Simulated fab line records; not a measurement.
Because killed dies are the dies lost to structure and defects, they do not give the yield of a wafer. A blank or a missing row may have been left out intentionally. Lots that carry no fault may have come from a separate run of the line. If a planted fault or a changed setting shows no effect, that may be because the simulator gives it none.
fab line records / flow sky130 / part 2 of 2: steps 28 to 37 of 37
record: lots: 5 wafers: 15 last_day: 50
route steps=708 shown LI_CONTACT@373 LOCAL_INTERCONNECT@387 CONTACT@406
lots with no fault: from the same line, run without faults
start_h: the number of hours between the record's first day and the start of the first shown wafer of the lot / wait_h: how many hours have passed since the lot's step before this one / " the same as in the row above / L1.1+2: a row that stands for several wafers / - value missing, or start not given / * or withheld: withheld / < > ~ a bound
route shown NAME@n: a module of which the file shows steps, and the number in the route of the first / usual: mean/standard deviation of fault-free wafers / same: alike in all rows / chamber/n: place in a boat / sites: per-site readings / _std_site: their standard deviation / _edge_site: the outer-site mean with the inner-site mean subtracted / radius_mm: for every site, how far away it sits from the centre of the wafer / mask NAME#n: copy n / behind: the most recent tool/chamber to have shaped the wafer / hold: the reason the lot was held/the length of the hold in hours/how it ended / device: transistor that didn't switch, given as n, p or np / end of line: tests run on the same wafers once the route is complete / a step with no rows: only its recipe / killed: not the wafer's yield, but the dies lost to structure and defects at the first sort / map: the dies of a wafer, with x for killed, . for not killed, _ for no die there
set.NAME: the setting the step ran with; set.NAME@STEP: the setting that earlier step ran with / model.NAME: the simulator's own value behind a step, which no gauge read
lots at selected steps of the route; one table per step, one row per wafer
services: from which hour (start_h, from the record's first day; less than 0 if before it) a tool's chamber was out of use, for how many hours, and why
== steps ==
step: SKY_LOCAL_INTERCONNECT_ETCH_13
recipe: chemistry: N2/H2 target: BARC ion_energy_ev: 200 bias_w: 100 pressure_mtorr: 30 n2_flow_sccm: 100 h2_flow_sccm: 200 icp_w: 500 stop_on: SiO2 time_s: 45.9 target_depth_a: 600
usual: drypump_motor_current_A: 5.9/0.37 oes_product_au: 0.855/0.0047 throttle_valve_pct: 13.223/0.0093
lot.wafer=L077.3 tool=rie_metal-03 chamber=1 start_h=743.43 wait_h=0.0 drypump_motor_current_A=5.9 oes_product_au=0.853 rf_hours_counter_h=- throttle_valve_pct=13.224
lot.wafer=L077.4 tool=rie_metal-03 chamber=0 start_h=743.43 wait_h=0.0 drypump_motor_current_A=5.6 oes_product_au=0.849 rf_hours_counter_h=- throttle_valve_pct=13.205
lot.wafer=L077.6 tool=rie_metal-03 chamber=1 start_h=743.43 wait_h=0.0 drypump_motor_current_A=5.9 oes_product_au=0.853 rf_hours_counter_h=- throttle_valve_pct=13.225
lot.wafer=L079.2 tool=rie_metal-04 chamber=0 start_h=750.99 wait_h=0.1 drypump_motor_current_A=6.4 oes_product_au=0.863 rf_hours_counter_h=- throttle_valve_pct=13.224
lot.wafer=L079.3 tool=rie_metal-04 chamber=0 start_h=750.99 wait_h=0.1 drypump_motor_current_A=6.4 oes_product_au=0.848 rf_hours_counter_h=- throttle_valve_pct=13.216
lot.wafer=L079.6 tool=rie_metal-04 chamber=0 start_h=750.99 wait_h=0.1 drypump_motor_current_A=6.4 oes_product_au=0.850 rf_hours_counter_h=- throttle_valve_pct=13.239
lot.wafer=L085.1 tool=rie_metal-02 chamber=0 start_h=796.02 wait_h=0.0 drypump_motor_current_A=6.4 oes_product_au=0.852 rf_hours_counter_h=6 throttle_valve_pct=13.229
lot.wafer=L085.5 tool=rie_metal-02 chamber=1 start_h=796.02 wait_h=0.0 drypump_motor_current_A=5.5 oes_product_au=0.850 rf_hours_counter_h=- throttle_valve_pct=13.221
lot.wafer=L085.6 tool=rie_metal-02 chamber=0 start_h=796.02 wait_h=0.0 drypump_motor_current_A=6.4 oes_product_au=0.860 rf_hours_counter_h=- throttle_valve_pct=13.229
lot.wafer=L086.3 tool=rie_metal-02 chamber=0 start_h=804.63 wait_h=0.0 drypump_motor_current_A=6.4 oes_product_au=0.853 rf_hours_counter_h=- throttle_valve_pct=13.217
lot.wafer=L086.4 tool=rie_metal-02 chamber=1 start_h=804.63 wait_h=0.0 drypump_motor_current_A=5.5 oes_product_au=0.857 rf_hours_counter_h=- throttle_valve_pct=13.232
lot.wafer=L086.6 tool=rie_metal-02 chamber=0 start_h=804.63 wait_h=0.0 drypump_motor_current_A=6.4 oes_product_au=0.852 rf_hours_counter_h=- throttle_valve_pct=13.213
lot.wafer=L095.2 tool=rie_metal-03 chamber=1 start_h=859.92 wait_h=0.0 drypump_motor_current_A=5.9 oes_product_au=0.858 rf_hours_counter_h=3 throttle_valve_pct=13.226
lot.wafer=L095.4 tool=rie_metal-03 chamber=0 start_h=859.92 wait_h=0.0 drypump_motor_current_A=5.5 oes_product_au=0.859 rf_hours_counter_h=- throttle_valve_pct=13.222
lot.wafer=L095.6 tool=rie_metal-03 chamber=0 start_h=859.92 wait_h=0.0 drypump_motor_current_A=5.5 oes_product_au=0.857 rf_hours_counter_h=- throttle_valve_pct=13.222
step: SKY_LOCAL_INTERCONNECT_METAL_ETCH_14
recipe: target_depth_nm: 110 stop_on: PSG chemistry: Cl2/BCl3 target: TiN resist_sidewall_deg: 88 pressure_mtorr: 10 icp_w: 900 bias_w: 48.5 Cl2_flow_sccm: 60 bcl3_flow_sccm: 30 time_s: 31.4
usual: drypump_motor_current_A: 5.9/0.37 oes_product_au: 0.942/0.007 throttle_valve_pct: 21.901/0.0099
lot.wafer=L077.3 tool=rie_metal-03 chamber=1 start_h=743.49 wait_h=0.0 drypump_motor_current_A=5.9 oes_product_au=0.935 rf_hours_counter_h=- throttle_valve_pct=21.905
lot.wafer=L077.4 tool=rie_metal-03 chamber=0 start_h=743.49 wait_h=0.0 drypump_motor_current_A=5.5 oes_product_au=0.935 rf_hours_counter_h=- throttle_valve_pct=21.909
lot.wafer=L077.6 tool=rie_metal-03 chamber=1 start_h=743.49 wait_h=0.0 drypump_motor_current_A=5.9 oes_product_au=0.942 rf_hours_counter_h=- throttle_valve_pct=21.902
lot.wafer=L079.2 tool=rie_metal-04 chamber=0 start_h=751.16 wait_h=0.1 drypump_motor_current_A=6.5 oes_product_au=0.945 rf_hours_counter_h=- throttle_valve_pct=21.898
lot.wafer=L079.3 tool=rie_metal-04 chamber=0 start_h=751.16 wait_h=0.1 drypump_motor_current_A=6.4 oes_product_au=0.948 rf_hours_counter_h=- throttle_valve_pct=21.896
lot.wafer=L079.6 tool=rie_metal-04 chamber=0 start_h=751.16 wait_h=0.1 drypump_motor_current_A=6.5 oes_product_au=0.949 rf_hours_counter_h=- throttle_valve_pct=21.916
lot.wafer=L085.1 tool=rie_metal-02 chamber=0 start_h=796.08 wait_h=0.0 drypump_motor_current_A=6.4 oes_product_au=0.948 rf_hours_counter_h=6 throttle_valve_pct=21.899
lot.wafer=L085.5 tool=rie_metal-02 chamber=1 start_h=796.08 wait_h=0.0 drypump_motor_current_A=5.5 oes_product_au=0.949 rf_hours_counter_h=- throttle_valve_pct=21.883
lot.wafer=L085.6 tool=rie_metal-02 chamber=0 start_h=796.08 wait_h=0.0 drypump_motor_current_A=6.3 oes_product_au=0.937 rf_hours_counter_h=- throttle_valve_pct=21.912
lot.wafer=L086.3 tool=rie_metal-02 chamber=0 start_h=804.69 wait_h=0.0 drypump_motor_current_A=6.4 oes_product_au=0.937 rf_hours_counter_h=- throttle_valve_pct=21.913
lot.wafer=L086.4 tool=rie_metal-02 chamber=1 start_h=804.69 wait_h=0.0 drypump_motor_current_A=5.5 oes_product_au=0.937 rf_hours_counter_h=- throttle_valve_pct=21.905
lot.wafer=L086.6 tool=rie_metal-02 chamber=0 start_h=804.69 wait_h=0.0 drypump_motor_current_A=6.4 oes_product_au=0.942 rf_hours_counter_h=- throttle_valve_pct=21.896
lot.wafer=L095.2 tool=rie_metal-03 chamber=1 start_h=859.98 wait_h=0.0 drypump_motor_current_A=5.9 oes_product_au=0.933 rf_hours_counter_h=3 throttle_valve_pct=21.914
lot.wafer=L095.4 tool=rie_metal-03 chamber=0 start_h=859.98 wait_h=0.0 drypump_motor_current_A=5.5 oes_product_au=0.937 rf_hours_counter_h=- throttle_valve_pct=21.909
lot.wafer=L095.6 tool=rie_metal-03 chamber=0 start_h=859.98 wait_h=0.0 drypump_motor_current_A=5.5 oes_product_au=0.935 rf_hours_counter_h=- throttle_valve_pct=21.899
step: SKY_LOCAL_INTERCONNECT_STRIP_15
recipe: chemistry: O2/N2 power_w: 1400 pressure_mtorr: 1500 platen_temp_c: withheld o2_flow_sccm: 3000 n2_flow_sccm: 300 overash_fraction: 0.5
usual: drypump_motor_current_A: 5.9/0.42 oes_product_au: 0.427/0.0046 strip_time_to_endpoint_s: 4.727/0.019
lot.wafer=L077.3 tool=plasma_asher-03 chamber=1 start_h=743.56 wait_h=0.1 drypump_motor_current_A=5.8 oes_product_au=0.427 rf_hours_counter_h=- strip_time_to_endpoint_s=4.717
lot.wafer=L077.4 tool=plasma_asher-03 chamber=0 start_h=743.56 wait_h=0.1 drypump_motor_current_A=5.8 oes_product_au=0.431 rf_hours_counter_h=- strip_time_to_endpoint_s=4.704
lot.wafer=L077.6 tool=plasma_asher-03 chamber=1 start_h=743.56 wait_h=0.1 drypump_motor_current_A=5.7 oes_product_au=0.426 rf_hours_counter_h=- strip_time_to_endpoint_s=4.738
lot.wafer=L079.2 tool=plasma_asher-01 chamber=0 start_h=751.27 wait_h=0.1 drypump_motor_current_A=6.2 oes_product_au=0.433 rf_hours_counter_h=1 strip_time_to_endpoint_s=4.719
lot.wafer=L079.3 tool=plasma_asher-01 chamber=1 start_h=751.27 wait_h=0.1 drypump_motor_current_A=6.7 oes_product_au=0.418 rf_hours_counter_h=- strip_time_to_endpoint_s=4.704
lot.wafer=L079.6 tool=plasma_asher-01 chamber=1 start_h=751.27 wait_h=0.1 drypump_motor_current_A=6.7 oes_product_au=0.423 rf_hours_counter_h=- strip_time_to_endpoint_s=4.728
lot.wafer=L085.1 tool=plasma_asher-01 chamber=1 start_h=796.13 wait_h=0.0 drypump_motor_current_A=6.7 oes_product_au=0.425 rf_hours_counter_h=5 strip_time_to_endpoint_s=4.724
lot.wafer=L085.5 tool=plasma_asher-01 chamber=1 start_h=796.13 wait_h=0.0 drypump_motor_current_A=6.7 oes_product_au=0.429 rf_hours_counter_h=- strip_time_to_endpoint_s=4.737
lot.wafer=L085.6 tool=plasma_asher-01 chamber=0 start_h=796.13 wait_h=0.0 drypump_motor_current_A=6.1 oes_product_au=0.424 rf_hours_counter_h=- strip_time_to_endpoint_s=4.713
lot.wafer=L086.3 tool=plasma_asher-03 chamber=0 start_h=804.76 wait_h=0.1 drypump_motor_current_A=5.8 oes_product_au=0.434 rf_hours_counter_h=- strip_time_to_endpoint_s=4.724
lot.wafer=L086.4 tool=plasma_asher-03 chamber=1 start_h=804.76 wait_h=0.1 drypump_motor_current_A=5.7 oes_product_au=0.425 rf_hours_counter_h=- strip_time_to_endpoint_s=4.753
lot.wafer=L086.6 tool=plasma_asher-03 chamber=1 start_h=804.76 wait_h=0.1 drypump_motor_current_A=5.7 oes_product_au=0.423 rf_hours_counter_h=- strip_time_to_endpoint_s=4.726
lot.wafer=L095.2 tool=plasma_asher-03 chamber=1 start_h=860.03 wait_h=0.0 drypump_motor_current_A=5.7 oes_product_au=0.424 rf_hours_counter_h=77 strip_time_to_endpoint_s=4.757
lot.wafer=L095.4 tool=plasma_asher-03 chamber=1 start_h=860.03 wait_h=0.0 drypump_motor_current_A=5.7 oes_product_au=0.432 rf_hours_counter_h=- strip_time_to_endpoint_s=4.743
lot.wafer=L095.6 tool=plasma_asher-03 chamber=0 start_h=860.03 wait_h=0.0 drypump_motor_current_A=5.8 oes_product_au=0.427 rf_hours_counter_h=- strip_time_to_endpoint_s=4.744
step: SKY_LOCAL_INTERCONNECT_STRIP_16
recipe: chemistry: post_etch_residue_remover time_s: 1200 temp_c: 72.5
usual: bath_guard_temp_C: 72.1/0.5
lot.wafer=L077.3 tool=wet_bench-04 chamber=3 start_h=743.62 wait_h=0.0 bath_guard_temp_C=71.6
lot.wafer=L077.4 tool=wet_bench-04 chamber=3 start_h=743.62 wait_h=0.0 bath_guard_temp_C=71.5
lot.wafer=L077.6 tool=wet_bench-04 chamber=3 start_h=743.62 wait_h=0.0 bath_guard_temp_C=71.7
lot.wafer=L079.2 tool=wet_bench-03 chamber=3 start_h=751.37 wait_h=0.1 bath_guard_temp_C=72.3
lot.wafer=L079.3 tool=wet_bench-03 chamber=3 start_h=751.37 wait_h=0.1 bath_guard_temp_C=72.4
lot.wafer=L079.6 tool=wet_bench-03 chamber=3 start_h=751.37 wait_h=0.1 bath_guard_temp_C=72.3
lot.wafer=L085.1 tool=wet_bench-03 chamber=0 start_h=796.23 wait_h=0.1 bath_guard_temp_C=73.4
lot.wafer=L085.5 tool=wet_bench-03 chamber=0 start_h=796.23 wait_h=0.1 bath_guard_temp_C=72.9
lot.wafer=L085.6 tool=wet_bench-03 chamber=0 start_h=796.23 wait_h=0.1 bath_guard_temp_C=72.9
lot.wafer=L086.3 tool=wet_bench-04 chamber=0 start_h=804.82 wait_h=0.0 bath_guard_temp_C=72.5
lot.wafer=L086.4 tool=wet_bench-04 chamber=0 start_h=804.82 wait_h=0.0 bath_guard_temp_C=72.3
lot.wafer=L086.6 tool=wet_bench-04 chamber=0 start_h=804.82 wait_h=0.0 bath_guard_temp_C=72.4
lot.wafer=L095.2 tool=wet_bench-01 chamber=1 start_h=860.13 wait_h=0.1 bath_guard_temp_C=72.2
lot.wafer=L095.4 tool=wet_bench-01 chamber=1 start_h=860.13 wait_h=0.1 bath_guard_temp_C=71.6
lot.wafer=L095.6 tool=wet_bench-01 chamber=1 start_h=860.13 wait_h=0.1 bath_guard_temp_C=72.2
step: SKY_LOCAL_INTERCONNECT_CLEAN_17
recipe: chemistry: IPA time_s: 180 temp_c: 25
lot.wafer=L077.3+4+6 tool=wet_bench-03 chamber=1 start_h=743.99 wait_h=0.0
lot.wafer=L079.2+3+6 tool=wet_bench-04 chamber=2 start_h=751.74 wait_h=0.0
lot.wafer=L085.1+5+6 tool=wet_bench-01 chamber=0 start_h=796.57 wait_h=0.0
lot.wafer=L086.3+4+6 tool=wet_bench-03 chamber=3 start_h=805.20 wait_h=0.0
lot.wafer=L095.2+4+6 tool=wet_bench-04 chamber=2 start_h=860.47 wait_h=0.0
step: SKY_LOCAL_INTERCONNECT_CLEAN_18
recipe: chemistry: O3/DIW dry: n2_spin
lot.wafer=L077.3+4+6 tool=wet_bench-04 chamber=0 start_h=744.05 wait_h=0.0
lot.wafer=L079.2+3+6 tool=wet_bench-01 chamber=1 start_h=751.81 wait_h=0.0
lot.wafer=L085.1+5+6 tool=wet_bench-04 chamber=3 start_h=796.63 wait_h=0.0
lot.wafer=L086.3+4+6 tool=wet_bench-04 chamber=1 start_h=805.26 wait_h=0.0
lot.wafer=L095.2+4+6 tool=wet_bench-01 chamber=1 start_h=860.53 wait_h=0.0
step: SKY_CONTACT_CVD_00
recipe: material: Si3N4 target_thk_nm: 75 temp_c: 400 time_s: withheld rf_w: 450
usual: heater_power_w: 771/160
lot.wafer=L077.3 tool=pecvd-03 chamber=1 start_h=744.15 wait_h=0.0 heater_power_w=547
lot.wafer=L077.4 tool=pecvd-03 chamber=0 start_h=744.15 wait_h=0.0 heater_power_w=825
lot.wafer=L077.6 tool=pecvd-03 chamber=1 start_h=744.15 wait_h=0.0 heater_power_w=550
lot.wafer=L079.2 tool=pecvd-04 chamber=1 start_h=751.90 wait_h=0.0 heater_power_w=1014
lot.wafer=L079.3 tool=pecvd-04 chamber=2 start_h=751.90 wait_h=0.0 heater_power_w=735
lot.wafer=L079.6 tool=pecvd-04 chamber=1 start_h=751.90 wait_h=0.0 heater_power_w=1051
lot.wafer=L085.1 tool=pecvd-01 chamber=1 start_h=796.73 wait_h=0.0 heater_power_w=625
lot.wafer=L085.5 tool=pecvd-01 chamber=0 start_h=796.73 wait_h=0.0 heater_power_w=842
lot.wafer=L085.6 tool=pecvd-01 chamber=2 start_h=796.73 wait_h=0.0 heater_power_w=687
lot.wafer=L086.3 tool=pecvd-04 chamber=0 start_h=805.38 wait_h=0.0 heater_power_w=604
lot.wafer=L086.4 tool=pecvd-04 chamber=2 start_h=805.38 wait_h=0.0 heater_power_w=754
lot.wafer=L086.6 tool=pecvd-04 chamber=0 start_h=805.38 wait_h=0.0 heater_power_w=614
lot.wafer=L095.2 tool=pecvd-01 chamber=2 start_h=860.62 wait_h=0.0 heater_power_w=755
lot.wafer=L095.4 tool=pecvd-01 chamber=1 start_h=860.62 wait_h=0.0 heater_power_w=742
lot.wafer=L095.6 tool=pecvd-01 chamber=2 start_h=860.62 wait_h=0.0 heater_power_w=770
step: SKY_CONTACT_THK_MEAS_01
recipe: reads: Si3N4_of_CONTACT_CVD_00
usual: CONTACT_CVD_00_THK: 74.7/1.2
lot.wafer=L077.3 tool=film_metro-02 chamber=- start_h=744.21 wait_h=- CONTACT_CVD_00_THK[nm]=72.7
lot.wafer=L077.4 tool=film_metro-02 chamber=- start_h=744.21 wait_h=- CONTACT_CVD_00_THK[nm]=74.6
lot.wafer=L077.6 tool=film_metro-02 chamber=- start_h=744.21 wait_h=- CONTACT_CVD_00_THK[nm]=73.9
lot.wafer=L079.2 tool=film_metro-02 chamber=- start_h=751.94 wait_h=- CONTACT_CVD_00_THK[nm]=74.0
lot.wafer=L079.3 tool=film_metro-02 chamber=- start_h=751.94 wait_h=- CONTACT_CVD_00_THK[nm]=74.7
lot.wafer=L079.6 tool=film_metro-02 chamber=- start_h=751.94 wait_h=- CONTACT_CVD_00_THK[nm]=74.6
lot.wafer=L085.1 tool=film_metro-04 chamber=- start_h=796.76 wait_h=- CONTACT_CVD_00_THK[nm]=73.8
lot.wafer=L085.5 tool=film_metro-04 chamber=- start_h=796.76 wait_h=- CONTACT_CVD_00_THK[nm]=75.6
lot.wafer=L085.6 tool=film_metro-04 chamber=- start_h=796.76 wait_h=- CONTACT_CVD_00_THK[nm]=74.6
lot.wafer=L086.3 tool=film_metro-02 chamber=- start_h=805.43 wait_h=- CONTACT_CVD_00_THK[nm]=76.4
lot.wafer=L086.4 tool=film_metro-02 chamber=- start_h=805.43 wait_h=- CONTACT_CVD_00_THK[nm]=75.7
lot.wafer=L086.6 tool=film_metro-02 chamber=- start_h=805.43 wait_h=- CONTACT_CVD_00_THK[nm]=75.5
lot.wafer=L095.2 tool=film_metro-04 chamber=- start_h=860.66 wait_h=- CONTACT_CVD_00_THK[nm]=75.5
lot.wafer=L095.4 tool=film_metro-04 chamber=- start_h=860.66 wait_h=- CONTACT_CVD_00_THK[nm]=75.3
lot.wafer=L095.6 tool=film_metro-04 chamber=- start_h=860.66 wait_h=- CONTACT_CVD_00_THK[nm]=77.5
step: SKY_CONTACT_HDPCVD_02
recipe: material: SiO2 target_thk_nm: 565 sigma_open_frac: 0.3 time_s: 94.2 temp_c: 600 sih4_flow_sccm: 60 pressure_mtorr: 6
lot.wafer=L077.3+4+6 tool=hdpcvd-01 chamber=2,0,1 start_h=744.25 wait_h=0.0
lot.wafer=L079.2+3+6 tool=hdpcvd-02 chamber=0,1,0 start_h=751.99 wait_h=0.0
lot.wafer=L085.1+5+6 tool=hdpcvd-02 chamber=2,0,2 start_h=796.82 wait_h=0.1
lot.wafer=L086.3+4+6 tool=hdpcvd-01 chamber=1,1,2 start_h=805.47 wait_h=0.0
lot.wafer=L095.2+4+6 tool=hdpcvd-02 chamber=0,2,0 start_h=860.71 wait_h=0.0
step: SKY_CONTACT_THK_MEAS_03
recipe: reads: SiO2_of_CONTACT_HDPCVD_02
usual: CONTACT_HDPCVD_THK: 564/5.3
lot.wafer=L077.3 tool=film_metro-03 chamber=- start_h=744.34 wait_h=0.1 CONTACT_HDPCVD_THK[nm]=563
lot.wafer=L077.4 tool=film_metro-03 chamber=- start_h=744.34 wait_h=0.1 CONTACT_HDPCVD_THK[nm]=563
lot.wafer=L077.6 tool=film_metro-03 chamber=- start_h=744.34 wait_h=0.1 CONTACT_HDPCVD_THK[nm]=569
lot.wafer=L079.2 tool=film_metro-03 chamber=- start_h=752.07 wait_h=0.0 CONTACT_HDPCVD_THK[nm]=563
lot.wafer=L079.3 tool=film_metro-03 chamber=- start_h=752.07 wait_h=0.0 CONTACT_HDPCVD_THK[nm]=569
lot.wafer=L079.6 tool=film_metro-03 chamber=- start_h=752.07 wait_h=0.0 CONTACT_HDPCVD_THK[nm]=559
lot.wafer=L085.1 tool=film_metro-03 chamber=- start_h=796.89 wait_h=0.0 CONTACT_HDPCVD_THK[nm]=563
lot.wafer=L085.5 tool=film_metro-03 chamber=- start_h=796.89 wait_h=0.0 CONTACT_HDPCVD_THK[nm]=562
lot.wafer=L085.6 tool=film_metro-03 chamber=- start_h=796.89 wait_h=0.0 CONTACT_HDPCVD_THK[nm]=559
lot.wafer=L086.3 tool=film_metro-02 chamber=- start_h=805.56 wait_h=0.1 CONTACT_HDPCVD_THK[nm]=571
lot.wafer=L086.4 tool=film_metro-02 chamber=- start_h=805.56 wait_h=0.1 CONTACT_HDPCVD_THK[nm]=559
lot.wafer=L086.6 tool=film_metro-02 chamber=- start_h=805.56 wait_h=0.1 CONTACT_HDPCVD_THK[nm]=567
lot.wafer=L095.2 tool=film_metro-03 chamber=- start_h=860.79 wait_h=0.0 CONTACT_HDPCVD_THK[nm]=555
lot.wafer=L095.4 tool=film_metro-03 chamber=- start_h=860.79 wait_h=0.0 CONTACT_HDPCVD_THK[nm]=560
lot.wafer=L095.6 tool=film_metro-03 chamber=- start_h=860.79 wait_h=0.0 CONTACT_HDPCVD_THK[nm]=555
== services ==
tool=hdpcvd-01 chamber=- start_h=692.42 hours=14.6 kind=pm
tool=rie_diel-04 chamber=2 start_h=692.67 hours=9.4 kind=repair
tool=wet_bench-04 chamber=- start_h=711.38 hours=11.6 kind=repair
tool=plasma_asher-03 chamber=- start_h=712.87 hours=3.2 kind=repair
tool=rie_diel-04 chamber=- start_h=729.41 hours=0.3 kind=repair
tool=hdpcvd-02 chamber=- start_h=733.28 hours=1.3 kind=repair
tool=cmp-02 chamber=- start_h=740.48 hours=4.0 kind=repair
tool=cmp-02 chamber=- start_h=744.47 hours=4.0 kind=pm
tool=rie_diel-03 chamber=2 start_h=746.47 hours=7.1 kind=repair
tool=krf_scanner-01 chamber=- start_h=752.09 hours=1.0 kind=pm
tool=rie_diel-03 chamber=- start_h=757.53 hours=4.3 kind=pm
tool=krf_scanner-01 chamber=- start_h=765.77 hours=0.8 kind=pm
tool=rie_diel-04 chamber=0 start_h=771.80 hours=8.2 kind=repair
tool=rie_diel-03 chamber=2 start_h=778.82 hours=1.6 kind=repair
tool=plasma_asher-03 chamber=- start_h=783.87 hours=0.4 kind=repair
tool=rie_diel-03 chamber=- start_h=798.36 hours=14.6 kind=pm
tool=rie_diel-04 chamber=0 start_h=810.69 hours=2.5 kind=repair
tool=plasma_asher-02 chamber=- start_h=813.28 hours=2.8 kind=pm
tool=hdpcvd-02 chamber=- start_h=814.83 hours=1.9 kind=repair
tool=pvd_sputter-03 chamber=- start_h=830.85 hours=1.2 kind=repair
tool=krf_scanner-01 chamber=- start_h=837.47 hours=1.3 kind=pm
tool=cmp-02 chamber=- start_h=838.25 hours=2.7 kind=repair
tool=rie_metal-03 chamber=1 start_h=840.40 hours=2.4 kind=repair
tool=wet_bench-01 chamber=- start_h=846.31 hours=3.1 kind=repair
